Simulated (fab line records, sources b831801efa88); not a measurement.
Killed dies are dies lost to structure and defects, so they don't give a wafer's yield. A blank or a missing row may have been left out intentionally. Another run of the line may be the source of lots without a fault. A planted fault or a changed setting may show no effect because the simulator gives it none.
fab line records	flow sky130
record lots=7	wafers=21	last_day=49
route steps=708 shown VIA3@585 PAD_OPEN@708
lots that met no fault: taken from a fault-free run of the same line
start_h: start of the lot's first displayed wafer, in hours after the record's first day	wait_h: hours elapsed since this lot's preceding step	" unchanged from the row above	L1.1+2: a single row standing in for several wafers	- no value present, or no start provided	* or withheld: withheld	< > ~ a bound
route shown NAME@n: a module of which the file shows steps, and the number in the route of the first	usual: average and standard deviation across the fault-free wafers	same: alike in all rows	chamber/n: place in a boat	sites: each site's reading	_std_site: standard deviation of those values	_edge_site: outer sites' mean less inner sites'	radius_mm: for every site, how far away it sits from the centre of the wafer	mask NAME#n: copy n	behind: tool/chamber where the wafer was last shaped	hold: why the lot went on hold/how many hours it stayed there/how the hold came to an end	device: which transistor (n, p or np) failed to switch	end of line: the route-end tests of the same wafers	a step with no rows: only its recipe	killed: at the first sort, the dies lost to defects and structure; wafer yield is something else	map: dies across one wafer; x = killed, . = not, _ = none there
set.NAME: the setting the step ran with; set.NAME@STEP: the setting that earlier step ran with	model.NAME: the simulator's own value behind a step, which no gauge read
lots at some steps of the route; a table a step, a row a wafer
services: the hour from which a tool's chamber was out of use, counted from the record's first day as start_h (under 0 if before that day), plus the number of hours and why
## steps
# step SKY_VIA3_CD_MEAS_12
# recipe target_cd_nm=200
# usual cd_nm=199.7/1.5
lot.wafer	tool	chamber	start_h	wait_h	cd_nm
L377.1	cd_sem-01	-	929.51	-	198.6
L377.2	"	-	"	"	198.2
L377.6	"	-	"	"	199.3
L381.1	cd_sem-02	-	973.42	-	199.6
L381.2	"	-	"	"	199.1
L381.3	"	-	"	"	200.7
L382.1	cd_sem-01	-	980.06	-	199.8
L382.2	"	-	"	"	198.9
L382.4	"	-	"	"	199.3
L383.2	cd_sem-01	-	991.83	-	197.8
L383.3	"	-	"	"	197.9
L383.5	"	-	"	"	196.8
L384.1	cd_sem-01	-	995.26	-	200.2
L384.3	"	-	"	"	200.9
L384.6	"	-	"	"	200.3
L393.2	cd_sem-02	-	1032.78	-	199.2
L393.3	"	-	"	"	199.8
L393.4	"	-	"	"	199.5
L396.2	cd_sem-01	-	1059.93	-	199.4
L396.5	"	-	"	"	198.8
L396.6	"	-	"	"	199.1
# step SKY_VIA3_OVL_MEAS_13
# usual VIA3_OVL=0/5.8
lot.wafer	tool	chamber	start_h	wait_h	VIA3_OVL[nm]
L377.1	overlay-01	-	929.65	0.1	-2
L377.2	"	-	"	"	-1
L377.6	"	-	"	"	0
L381.1	overlay-02	-	973.54	0.1	0
L381.2	"	-	"	"	-2
L381.3	"	-	"	"	4
L382.1	overlay-01	-	980.18	0.1	-2
L382.2	"	-	"	"	-1
L382.4	"	-	"	"	1
L383.2	overlay-01	-	991.94	0.1	8
L383.3	"	-	"	"	3
L383.5	"	-	"	"	-5
L384.1	overlay-02	-	995.38	0.1	3
L384.3	"	-	"	"	5
L384.6	"	-	"	"	-4
L393.2	overlay-01	-	1032.89	0.1	-4
L393.3	"	-	"	"	-3
L393.4	"	-	"	"	-9
L396.2	overlay-02	-	1060.04	0.1	-1
L396.5	"	-	"	"	-4
L396.6	"	-	"	"	-4
# step SKY_VIA3_ETCH_14
# recipe chemistry=N2/H2	target=BARC	ion_energy_ev=200	source_w=500	bias_w=100	pressure_mtorr=30	n2_flow_sccm=100	h2_flow_sccm=200	stop_on=SiO2	time_s=45.9	target_depth_a=600
# usual drypump_motor_current_A=5.8/0.39	oes_product_au=0.855/0.0049	throttle_valve_pct=13.226/0.009
lot.wafer	tool	chamber	start_h	wait_h	drypump_motor_current_A	oes_product_au	rf_hours_counter_h	throttle_valve_pct
L377.1	rie_diel-03	1	929.68	0.0	5.6	0.847	19	13.226
L377.2	"	0	"	"	5.5	0.854	14	13.219
L377.6	"	2	"	"	6.2	0.849	-	13.227
L381.1	rie_diel-02	0	973.57	0.0	5.3	0.849	16	13.233
L381.2	"	2	"	"	6.0	0.853	1	13.227
L381.3	"	3	"	"	5.7	0.864	14	13.210
L382.1	rie_diel-02	3	980.22	0.0	5.7	0.857	14	13.215
L382.2	"	0	"	"	5.3	0.852	16	13.227
L382.4	"	2	"	"	6.0	0.860	2	13.228
L383.2	rie_diel-04	2	991.97	0.0	6.3	0.856	18	13.226
L383.3	"	0	"	"	6.0	0.855	17	13.228
L383.5	"	1	"	"	5.2	0.855	-	13.219
L384.1	rie_diel-02	2	995.42	0.0	6.0	0.855	2	13.231
L384.3	"	3	"	"	5.7	0.850	15	13.223
L384.6	"	2	"	"	6.0	0.859	-	13.213
L393.2	rie_diel-04	3	1032.92	0.0	5.8	0.866	27	13.228
L393.3	"	2	"	"	6.3	0.864	19	13.225
L393.4	"	1	"	"	5.2	0.853	16	13.235
L396.2	rie_diel-02	3	1060.07	0.0	5.7	0.854	17	13.225
L396.5	"	2	"	"	6.0	0.852	-	13.230
L396.6	"	1	"	"	6.2	0.858	-	13.223
# step SKY_VIA3_ETCH_15
# recipe target=SiO2	chemistry=C4F8/O2/Ar	target_depth_nm=507	stop_on=TiN	mask_material=KrF-thick	source_w=1500	bias_w=1200	pressure_mtorr=40	c4f8_flow_sccm=withheld	O2_flow_sccm=6	Ar_flow_sccm=300	time_s=78
# usual oes_product_au=0.946/0.0047
lot.wafer	tool	chamber	start_h	wait_h	oes_product_au	rf_hours_counter_h
L377.1	rie_diel-03	1	929.72	0.0	0.946	19
L377.2	"	0	"	"	0.945	14
L377.6	"	2	"	"	0.952	-
L381.1	rie_diel-02	0	973.62	0.0	0.942	16
L381.2	"	2	"	"	0.937	1
L381.3	"	3	"	"	0.944	14
L382.1	rie_diel-02	3	980.26	0.0	0.950	14
L382.2	"	0	"	"	0.946	16
L382.4	"	2	"	"	0.952	2
L383.2	rie_diel-04	2	992.01	0.0	0.942	18
L383.3	"	0	"	"	0.945	17
L383.5	"	1	"	"	0.951	-
L384.1	rie_diel-02	2	995.46	0.0	0.940	2
L384.3	"	3	"	"	0.956	15
L384.6	"	2	"	"	0.936	-
L393.2	rie_diel-04	3	1032.96	0.0	0.946	27
L393.3	"	2	"	"	0.945	19
L393.4	"	1	"	"	0.950	16
L396.2	rie_diel-02	3	1060.11	0.0	0.949	17
L396.5	"	2	"	"	0.948	-
L396.6	"	1	"	"	0.940	-
# step SKY_VIA3_STRIP_16
# recipe chemistry=O2/N2	power_w=1400	pressure_mtorr=1500	platen_temp_c=withheld	o2_flow_sccm=3000	n2_flow_sccm=300	overash_fraction=0.5
# usual drypump_motor_current_A=5.8/0.39	o2_flow_sccm=2999/8.9	oes_product_au=0.402/0.0046	strip_time_to_endpoint_s=4.129/0.025
lot.wafer	tool	chamber	start_h	wait_h	drypump_motor_current_A	o2_flow_sccm	oes_product_au	rf_hours_counter_h	strip_time_to_endpoint_s
L377.1	plasma_asher-02	0	929.78	0.0	6.5	3004	0.397	84	4.104
L377.2	"	1	"	"	5.9	2998	0.399	84	4.106
L377.6	"	1	"	"	5.8	3006	0.403	-	4.088
L381.1	plasma_asher-04	0	973.68	0.0	6.0	2988	0.399	23	4.105
L381.2	"	1	"	"	5.2	3015	0.409	23	4.119
L381.3	"	1	"	"	5.2	3009	0.400	-	4.138
L382.1	plasma_asher-03	1	980.32	0.0	5.6	2992	0.409	118	4.183
L382.2	"	0	"	"	5.9	2990	0.405	118	4.146
L382.4	"	0	"	"	6.0	3003	0.403	-	4.185
L383.2	plasma_asher-04	0	992.07	0.0	6.0	3006	0.401	25	4.119
L383.3	"	1	"	"	5.2	2997	0.406	-	4.154
L383.5	"	1	"	"	5.2	2996	0.407	-	4.150
L384.1	plasma_asher-02	0	995.52	0.0	6.5	2989	0.400	90	4.178
L384.3	"	1	"	"	5.8	2997	0.407	-	4.139
L384.6	"	1	"	"	5.8	2992	0.398	-	4.142
L393.2	plasma_asher-03	0	1033.02	0.0	5.9	3014	0.409	124	4.122
L393.3	"	1	"	"	5.6	2998	0.407	-	4.162
L393.4	"	0	"	"	5.9	3002	0.403	-	4.107
L396.2	plasma_asher-04	0	1060.17	0.0	5.9	3000	0.404	31	4.144
L396.5	"	0	"	"	6.0	3012	0.399	-	4.129
L396.6	"	1	"	"	5.2	2990	0.402	-	4.101
# step SKY_VIA3_STRIP_17
# recipe chemistry=post_etch_residue_remover	time_s=1200	temp_c=72.5
# step SKY_VIA3_CLEAN_18
# recipe chemistry=IPA	time_s=180	temp_c=25
# step SKY_VIA3_CLEAN_19
# recipe chemistry=O3/DIW	dry=n2_spin
# step SKY_VIA3_SPUTTER_20
# recipe material=TiN	target_thk_nm=20	chamber_pressure_pa=5	power_w=4000	time_s=80
# usual throttle_valve_pct=29.9/0.72
lot.wafer	tool	chamber	start_h	wait_h	throttle_valve_pct
L377.1	pvd_sputter-04	-	930.38	0.0	30.1
L377.2	"	-	"	"	30.2
L377.6	"	-	"	"	30.2
L381.1	pvd_sputter-01	-	974.30	0.0	28.8
L381.2	"	-	"	"	28.8
L381.3	"	-	"	"	29.6
L382.1	pvd_sputter-02	-	980.91	0.0	30.5
L382.2	"	-	"	"	31.3
L382.4	"	-	"	"	30.6
L383.2	pvd_sputter-02	-	992.76	0.0	30.2
L383.3	"	-	"	"	28.8
L383.5	"	-	"	"	31.0
L384.1	pvd_sputter-02	-	996.12	0.0	30.3
L384.3	"	-	"	"	29.2
L384.6	"	-	"	"	29.3
L393.2	pvd_sputter-02	-	1033.71	0.0	31.1
L393.3	"	-	"	"	30.4
L393.4	"	-	"	"	30.4
L396.2	pvd_sputter-01	-	1060.80	0.0	28.7
L396.5	"	-	"	"	28.9
L396.6	"	-	"	"	29.6
# step SKY_VIA3_CVD_21
# recipe material=W	target_thk_nm=390	time_s=117.31	temp_c=400	pressure_torr=40
# usual heater_power_w=848/73
lot.wafer	tool	chamber	start_h	wait_h	heater_power_w
L377.1	cvd_w-02	1	930.44	0.0	848
L377.2	"	0	"	"	733
L377.6	"	0	"	"	736
L381.1	cvd_w-01	0	974.36	0.0	921
L381.2	"	1	"	"	864
L381.3	"	0	"	"	926
L382.1	cvd_w-01	0	980.97	0.0	905
L382.2	"	1	"	"	868
L382.4	"	1	"	"	854
L383.2	cvd_w-02	0	992.82	0.0	708
L383.3	"	1	"	"	869
L383.5	"	0	"	"	729
L384.1	cvd_w-02	0	996.18	0.0	732
L384.3	"	1	"	"	859
L384.6	"	0	"	"	714
L393.2	cvd_w-02	1	1033.80	0.1	880
L393.3	"	1	"	"	885
L393.4	"	0	"	"	721
L396.2	cvd_w-01	1	1060.86	0.0	864
L396.5	"	1	"	"	864
L396.6	"	0	"	"	905
# step SKY_VIA3_RS_MEAS_22
# recipe thk_meas_gauge=four-point-probe	reads=W_of_VIA3_CVD_21+TiN_of_VIA3_SPUTTER_20
# usual VIA3_W_RS=0.292/0.003
lot.wafer	tool	chamber	start_h	wait_h	VIA3_W_RS[ohm/sq]
L377.1	film_metro-02	-	930.56	0.1	0.293
L377.2	"	-	"	"	0.289
L377.6	"	-	"	"	0.289
L381.1	film_metro-03	-	974.48	0.1	0.291
L381.2	"	-	"	"	0.287
L381.3	"	-	"	"	0.289
L382.1	film_metro-01	-	981.09	0.1	0.292
L382.2	"	-	"	"	0.293
L382.4	"	-	"	"	0.295
L383.2	film_metro-03	-	992.96	0.1	0.298
L383.3	"	-	"	"	0.297
L383.5	"	-	"	"	0.294
L384.1	film_metro-03	-	996.30	0.1	0.290
L384.3	"	-	"	"	0.294
L384.6	"	-	"	"	0.297
L393.2	film_metro-02	-	1033.94	0.1	0.291
L393.3	"	-	"	"	0.292
L393.4	"	-	"	"	0.290
L396.2	film_metro-01	-	1061.00	0.1	0.297
L396.5	"	-	"	"	0.294
L396.6	"	-	"	"	0.293
# step SKY_VIA3_THK_MEAS_23
# recipe thk_meas_gauge=xrf	reads=W_of_VIA3_CVD_21
# usual VIA3_W_THK=402/6.2
lot.wafer	tool	chamber	start_h	wait_h	VIA3_W_THK[nm]
L377.1	film_metro-02	-	930.68	0.1	397
L377.2	"	-	"	"	406
L377.6	"	-	"	"	402
L381.1	film_metro-03	-	974.60	0.1	406
L381.2	"	-	"	"	411
L381.3	"	-	"	"	413
L382.1	film_metro-01	-	981.21	0.1	398
L382.2	"	-	"	"	397
L382.4	"	-	"	"	395
L383.2	film_metro-03	-	993.07	0.1	404
L383.3	"	-	"	"	403
L383.5	"	-	"	"	410
L384.1	film_metro-03	-	996.42	0.1	415
L384.3	"	-	"	"	412
L384.6	"	-	"	"	406
L393.2	film_metro-02	-	1034.05	0.1	405
L393.3	"	-	"	"	400
L393.4	"	-	"	"	407
L396.2	film_metro-01	-	1061.11	0.1	394
L396.5	"	-	"	"	398
L396.6	"	-	"	"	397
# step SKY_VIA3_CMP_24
# recipe stop_on=SiO2	t_overpolish_s=20	down_force_psi=3.5	platen_rpm=60	target_thk_nm=0	pad_velocity_m_s=0.94248
# usual motor_current_A=11.3/1.1	overpolish_run_s=19.999/0.0086	time_to_endpoint_s=95/4
lot.wafer	tool	chamber	start_h	wait_h	motor_current_A	overpolish_run_s	time_to_endpoint_s
L377.2	cmp-02	1	930.74	0.0	12.9	20.005	95
L377.1	"	3	"	"	10.3	19.997	92
L377.6	"	2	"	"	11.3	20.016	93
L381.2	cmp-01	1	974.86	0.2	12.6	0.040	152
L381.3	"	2	"	"	9.8	0.043	151
L381.1	"	0	"	"	11.8	0.046	150
L382.4	cmp-01	2	981.27	0.0	9.4	0.046	149
L382.1	"	0	"	"	11.7	0.040	150
L382.2	"	1	"	"	12.5	0.042	149
L383.3	cmp-01	0	993.12	0.0	11.8	0.044	148
L383.2	"	1	"	"	12.7	0.034	147
L383.5	"	1	"	"	12.6	0.037	149
L384.1	cmp-02	0	996.53	0.1	11.8	20.005	95
L384.3	"	1	"	"	13.0	19.982	93
L384.6	"	0	"	"	11.5	20.006	94
L393.3	cmp-02	3	1034.10	0.0	10.5	19.974	94
L393.2	"	1	"	"	12.1	20.008	91
L393.4	"	2	"	"	11.1	19.999	94
L396.2	cmp-01	0	1061.16	0.0	11.7	20.001	91
L396.5	"	0	"	"	12.1	20.015	92
L396.6	"	1	"	"	12.2	19.998	88
# step SKY_PAD_OPEN_PROBE_99
# usual defect_limited_yield=82.7/1.9	killed_at_M0_to_M3=43/6.8	killed_at_M4_up=3.0/1.8	killed_at_contacts=23/5.4	killed_at_front_end=15/4.4	killed_at_other=0.3/0.51	killed_dies=85/9.2	killed_on_rim=17/3.7	killed_open=47/6.8	killed_short=39/6.8	sort_bin_3_pad_short=0.8/0.43	sort_bin_5_function=10.3/1.5	sort_bin_6_memory=6.2/0.96	sort_n_pass=407/9.2	sort_yield_pct=82.7/1.9
# same gross_dies=492	killed_at_back_side=0	sort_bin_4_leakage[%]=0	sort_bin_8_speed[%]=0
lot.wafer	tool	chamber	start_h	wait_h	defect_limited_yield[%]	killed_at_M0_to_M3	killed_at_M4_up	killed_at_contacts	killed_at_front_end	killed_at_other	killed_dies	killed_on_rim	killed_open	killed_short	sort_bin_3_pad_short[%]	sort_bin_5_function[%]	sort_bin_6_memory[%]	sort_n_pass	sort_yield_pct[%]
L377.1	prober-02	-	1075.02	0.1	80.9	45	2	32	14	1	94	17	55	39	1.2	11.4	6.5	398	80.9
L377.2	prober-02	-	1075.07	0.1	79.3	55	1	26	20	0	102	20	53	49	1.2	11.8	7.7	390	79.3
L377.6	prober-02	-	1075.27	0.2	83.3	41	1	28	11	1	82	15	40	42	2.0	7.3	7.3	410	83.3
L381.1	prober-02	-	1112.87	0.1	0	435	1	32	23	1	492	96	57	44	80.3	12.8	6.9	0	0
L381.2	prober-02	-	1112.92	0.1	0	440	6	22	24	0	492	96	42	43	84.1	11.0	4.9	0	0
L381.3	prober-02	-	1112.97	0.2	0	446	2	26	17	1	492	96	41	47	83.1	11.0	5.9	0	0
L382.1	prober-01	-	1118.08	0.1	0	448	3	23	16	2	492	96	51	41	82.5	11.2	6.3	0	0
L382.2	prober-01	-	1118.13	0.1	0	459	1	18	14	0	492	96	48	35	83.9	10.0	6.1	0	0
L382.4	prober-01	-	1118.23	0.2	0	452	3	20	17	0	492	96	47	27	85.4	8.7	5.9	0	0
L383.2	prober-02	-	1128.52	0.1	0	453	2	24	13	0	492	96	43	34	84.3	8.5	7.1	0	0
L383.3	prober-02	-	1128.57	0.2	0	463	1	18	10	0	492	96	35	25	88.6	7.3	4.1	0	0
L383.5	prober-02	-	1128.67	0.2	0	464	2	17	8	1	492	96	40	36	85.0	8.5	6.5	0	0
L384.1	prober-01	-	1130.78	0.1	83.7	40	2	24	14	0	80	17	47	33	1.0	8.9	6.3	412	83.7
L384.3	prober-01	-	1130.88	0.2	79.1	48	1	40	14	0	103	21	58	45	0.4	13.0	7.5	389	79.1
L384.6	prober-01	-	1131.03	0.2	81.1	55	5	20	13	0	93	14	49	44	1.0	12.2	5.7	399	81.1
L393.2	prober-02	-	1164.33	0.1	83.5	51	1	8	21	0	81	8	44	37	0.6	9.6	6.3	411	83.5
L393.3	prober-02	-	1164.38	0.2	82.5	41	2	30	13	0	86	18	61	25	0.6	10.8	6.1	406	82.5
L393.4	prober-02	-	1164.43	0.2	84.6	45	1	15	15	0	76	13	35	41	1.0	9.1	5.3	416	84.6
L396.2	prober-01	-	1183.41	0.1	80.9	37	6	31	20	0	94	16	43	51	1.6	11.0	6.5	398	80.9
L396.5	prober-01	-	1183.56	0.2	83.5	34	8	29	10	0	81	21	36	45	1.2	10.4	4.9	411	83.5
L396.6	prober-01	-	1183.61	0.2	85.6	35	2	21	13	0	71	11	38	33	0.6	7.7	6.1	421	85.6
# killed by level:class
L377.1 VIA1:geometric_particle:open=12 CONTACT:geometric_particle:open=10 LI_CONTACT:geometric_particle:open=10 VIA2:geometric_particle:open=6 CONTACT:geometric_particle:short=5 METAL2:geometric_particle:short=5 VIA3:geometric_particle:open=5 FIELD_ISO:geometric_particle:open=4
L377.2 VIA1:geometric_particle:open=17 METAL2:geometric_particle:short=9 LI_CONTACT:geometric_particle:open=7 CONTACT:geometric_particle:open=7 METAL1:geometric_particle:short=6 VIA2:geometric_particle:open=6 FIELD_ISO:geometric_particle:short=5 FIELD_ISO:geometric_particle:open=5
L377.6 METAL2:geometric_particle:short=12 VIA1:geometric_particle:open=10 CONTACT:geometric_particle:open=9 LI_CONTACT:geometric_particle:open=8 LI_CONTACT:geometric_particle:short=5 VIA1:geometric_particle:short=5 POLY_GATE:geometric_particle:open=4 LOCAL_INTERCONNECT:geometric_particle:short=4
L381.1 VIA3:area_cmp=391 LI_CONTACT:geometric_particle:open=13 VIA1:geometric_particle:open=13 VIA3:geometric_particle:open=8 CONTACT:geometric_particle:open=7 FIELD_ISO:geometric_particle:open=6 POLY_GATE:geometric_particle:short=5 CONTACT:geometric_particle:short=5
L381.2 VIA3:area_cmp=407 LI_CONTACT:geometric_particle:open=10 VIA1:geometric_particle:open=10 FIELD_ISO:geometric_particle:short=8 METAL4:geometric_particle:short=6 METAL2:geometric_particle:short=6 CONTACT:geometric_particle:open=5 POLY_GATE:geometric_particle:short=4
L381.3 VIA3:area_cmp=404 VIA1:geometric_particle:open=10 CONTACT:geometric_particle:short=9 VIA3:geometric_particle:open=8 METAL2:geometric_particle:short=6 LOCAL_INTERCONNECT:geometric_particle:short=5 CONTACT:geometric_particle:open=5 POLY_GATE:geometric_particle:open=4
L382.1 VIA3:area_cmp=400 CONTACT:geometric_particle:open=12 VIA1:geometric_particle:open=9 POLY_GATE:geometric_particle:open=6 VIA2:geometric_particle:open=6 VIA2:geometric_particle:short=6 METAL2:geometric_particle:short=6 FIELD_ISO:geometric_particle:open=5
L382.2 VIA3:area_cmp=409 VIA1:geometric_particle:open=13 VIA3:geometric_particle:open=11 METAL1:geometric_particle:short=10 CONTACT:geometric_particle:open=8 FIELD_ISO:geometric_particle:short=4 FIELD_ISO:geometric_particle:open=4 LI_CONTACT:geometric_particle:open=4
L382.4 VIA3:area_cmp=418 VIA2:geometric_particle:open=10 CONTACT:geometric_particle:open=9 LI_CONTACT:geometric_particle:open=7 POLY_GATE:geometric_particle:short=6 POLY_GATE:geometric_particle:open=5 VIA1:geometric_particle:open=5 VIA1:geometric_particle:short=3
L383.2 VIA3:area_cmp=415 VIA2:geometric_particle:open=10 LI_CONTACT:geometric_particle:open=9 CONTACT:geometric_particle:open=7 FIELD_ISO:geometric_particle:open=5 VIA1:geometric_particle:open=5 METAL1:geometric_particle:short=4 METAL2:geometric_particle:short=4
L383.3 VIA3:area_cmp=432 VIA1:geometric_particle:open=7 LI_CONTACT:geometric_particle:open=6 METAL2:geometric_particle:short=6 VIA3:geometric_particle:open=6 CONTACT:geometric_particle:open=5 CONTACT:geometric_particle:short=4 POLY_GATE:geometric_particle:open=4
L383.5 VIA3:area_cmp=416 VIA1:geometric_particle:open=9 METAL2:geometric_particle:open=8 LI_CONTACT:geometric_particle:open=6 METAL1:geometric_particle:short=6 METAL2:geometric_particle:short=6 CONTACT:geometric_particle:open=5 METAL3:geometric_particle:short=5
L384.1 VIA1:geometric_particle:open=9 VIA2:geometric_particle:open=9 LI_CONTACT:geometric_particle:open=7 CONTACT:geometric_particle:open=6 VIA1:geometric_particle:short=5 VIA3:geometric_particle:open=5 METAL2:geometric_particle:short=5 CONTACT:geometric_particle:short=4
L384.3 CONTACT:geometric_particle:open=15 VIA1:geometric_particle:open=11 LI_CONTACT:geometric_particle:open=11 VIA1:geometric_particle:short=9 VIA2:geometric_particle:open=7 CONTACT:geometric_particle:short=6 FIELD_ISO:geometric_particle:short=4 LOCAL_INTERCONNECT:geometric_particle:short=4
L384.6 VIA1:geometric_particle:open=10 VIA2:geometric_particle:open=9 METAL2:geometric_particle:short=9 VIA3:geometric_particle:open=7 LI_CONTACT:geometric_particle:open=6 CONTACT:geometric_particle:short=5 VIA1:geometric_particle:short=5 METAL4:geometric_particle:short=4
L393.2 VIA1:geometric_particle:open=16 FIELD_ISO:geometric_particle:open=7 METAL1:geometric_particle:short=6 VIA2:geometric_particle:open=6 VIA3:geometric_particle:short=6 METAL2:geometric_particle:short=5 POLY_GATE:geometric_particle:open=4 VIA3:geometric_particle:open=4
L393.3 CONTACT:geometric_particle:open=15 VIA1:geometric_particle:open=10 LI_CONTACT:geometric_particle:open=10 VIA2:geometric_particle:open=10 FIELD_ISO:geometric_particle:open=6 METAL3:geometric_particle:short=5 VIA1:geometric_particle:short=4 POLY_GATE:geometric_particle:open=3
L393.4 VIA1:geometric_particle:open=11 METAL2:geometric_particle:short=7 VIA3:geometric_particle:open=6 METAL1:geometric_particle:short=6 CONTACT:geometric_particle:open=5 FIELD_ISO:geometric_particle:short=4 LOCAL_INTERCONNECT:geometric_particle:short=4 POLY_GATE:geometric_particle:short=4
L396.2 CONTACT:geometric_particle:open=11 FIELD_ISO:geometric_particle:short=9 LI_CONTACT:geometric_particle:open=8 METAL2:geometric_particle:short=8 VIA3:geometric_particle:open=7 VIA1:geometric_particle:short=6 LOCAL_INTERCONNECT:geometric_particle:short=5 VIA1:geometric_particle:open=5
L396.5 CONTACT:geometric_particle:open=12 VIA1:geometric_particle:open=10 CONTACT:geometric_particle:short=9 METAL2:geometric_particle:short=6 METAL4:geometric_particle:short=6 LOCAL_INTERCONNECT:geometric_particle:short=4 VIA2:geometric_particle:short=4 VIA1:geometric_particle:short=4
L396.6 VIA1:geometric_particle:open=8 CONTACT:geometric_particle:open=7 LI_CONTACT:geometric_particle:open=6 METAL2:geometric_particle:short=6 FIELD_ISO:geometric_particle:short=5 FIELD_ISO:geometric_particle:open=5 METAL1:geometric_particle:short=4 POLY_GATE:geometric_particle:open=3
# map L381.1 (x killed, . not)
__________xxxxxxxxxx_________
________xxxxxxxxxxxxxx_______
______xxxxxxxxxxxxxxxxxx_____
_____xxxxxxxxxxxxxxxxxxxx____
____xxxxxxxxxxxxxxxxxxxxxx___
___xxxxxxxxxxxxxxxxxxxxxxxx__
__xxxxxxxxxxxxxxxxxxxxxxxxxx_
_xxxxxxxxxxxxxxxxxxxxxxxxxxxx
_xxxxxxxxxxxxxxxxxxxxxxxxxxxx
_xxxxxxxxxxxxxxxxxxxxxxxxxxxx
_xxxxxxxxxxxxxxxxxxxxxxxxxxxx
_xxxxxxxxxxxxxxxxxxxxxxxxxxxx
_xxxxxxxxxxxxxxxxxxxxxxxxxxxx
_xxxxxxxxxxxxxxxxxxxxxxxxxxxx
_xxxxxxxxxxxxxxxxxxxxxxxxxxxx
__xxxxxxxxxxxxxxxxxxxxxxxxxx_
___xxxxxxxxxxxxxxxxxxxxxxxx__
____xxxxxxxxxxxxxxxxxxxxxx___
_____xxxxxxxxxxxxxxxxxxxx____
______xxxxxxxxxxxxxxxxxx_____
________xxxxxxxxxxxxxx_______
__________xxxxxxxxxx_________
# map L382.1 (x killed, . not)
__________xxxxxxxxxx_________
________xxxxxxxxxxxxxx_______
______xxxxxxxxxxxxxxxxxx_____
_____xxxxxxxxxxxxxxxxxxxx____
____xxxxxxxxxxxxxxxxxxxxxx___
___xxxxxxxxxxxxxxxxxxxxxxxx__
__xxxxxxxxxxxxxxxxxxxxxxxxxx_
_xxxxxxxxxxxxxxxxxxxxxxxxxxxx
_xxxxxxxxxxxxxxxxxxxxxxxxxxxx
_xxxxxxxxxxxxxxxxxxxxxxxxxxxx
_xxxxxxxxxxxxxxxxxxxxxxxxxxxx
_xxxxxxxxxxxxxxxxxxxxxxxxxxxx
_xxxxxxxxxxxxxxxxxxxxxxxxxxxx
_xxxxxxxxxxxxxxxxxxxxxxxxxxxx
_xxxxxxxxxxxxxxxxxxxxxxxxxxxx
__xxxxxxxxxxxxxxxxxxxxxxxxxx_
___xxxxxxxxxxxxxxxxxxxxxxxx__
____xxxxxxxxxxxxxxxxxxxxxx___
_____xxxxxxxxxxxxxxxxxxxx____
______xxxxxxxxxxxxxxxxxx_____
________xxxxxxxxxxxxxx_______
__________xxxxxxxxxx_________
## services
tool	chamber	start_h	hours	kind
cmp-01	-	912.27	4.0	pm
pvd_sputter-01	-	912.33	1.2	repair
cvd_w-01	-	918.00	14.6	pm
cvd_w-02	1	934.45	14.6	repair
plasma_asher-02	-	935.86	4.3	repair
rie_diel-02	2	937.56	4.8	repair
rie_diel-03	2	938.91	5.5	repair
plasma_asher-04	-	942.64	4.4	repair
rie_diel-04	1	962.95	9.9	repair
rie_diel-02	-	963.04	0.2	repair
cmp-02	-	974.49	5.3	repair
rie_diel-04	3	980.89	3.2	repair
cmp-01	-	982.13	6.0	pm
cvd_w-01	0	983.84	4.6	repair
cmp-01	-	991.32	1.5	repair
cvd_w-02	-	1007.77	6.9	pm
cvd_w-02	-	1014.67	14.6	pm
rie_diel-04	1	1018.24	9.8	repair
cvd_w-01	1	1028.23	13.9	repair
cvd_w-02	-	1029.43	2.8	pm
cvd_w-01	-	1033.31	2.8	pm
cvd_w-02	1	1034.46	7.3	repair
cvd_w-02	0	1035.70	9.4	repair
plasma_asher-04	-	1037.40	3.3	repair
## key
first_sign step=SKY_VIA3_CMP_24	reading=overpolish_run_s	direction=down	sigmas=99+	usual=19.999	struck=0.041
effect step=SKY_VIA3_CMP_24	reading=time_to_endpoint_s	direction=up	sigmas=14	usual=*	struck=*
effect step=SKY_PAD_OPEN_PROBE_99	reading=sort_bin_3_pad_short	direction=up	sigmas=99+	usual=0.8	struck=84.1
more_kills_born_at SKY_VIA3_CMP_24@cmp-01=3692
met_at SKY_VIA3_CMP_24
struck_wafers L381.1,L381.2,L381.3,L382.1,L382.2,L382.4,L383.2,L383.3,L383.5
later_rows_left_out L381.1,L381.2,L381.3,L382.1,L382.2,L382.4,L383.2,L383.3,L383.5
fault kind=process_parameter_drift	tool=cmp-01	chamber=-	onset_h=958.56	steps=SKY_VIA3_CMP_24	channel=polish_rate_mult	offset=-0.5	shape=step	end_h=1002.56
# later_rows_left_out: the simulator's readings of these wafers behind a module that went badly wrong aren't trusted and aren't shown, but for the sort
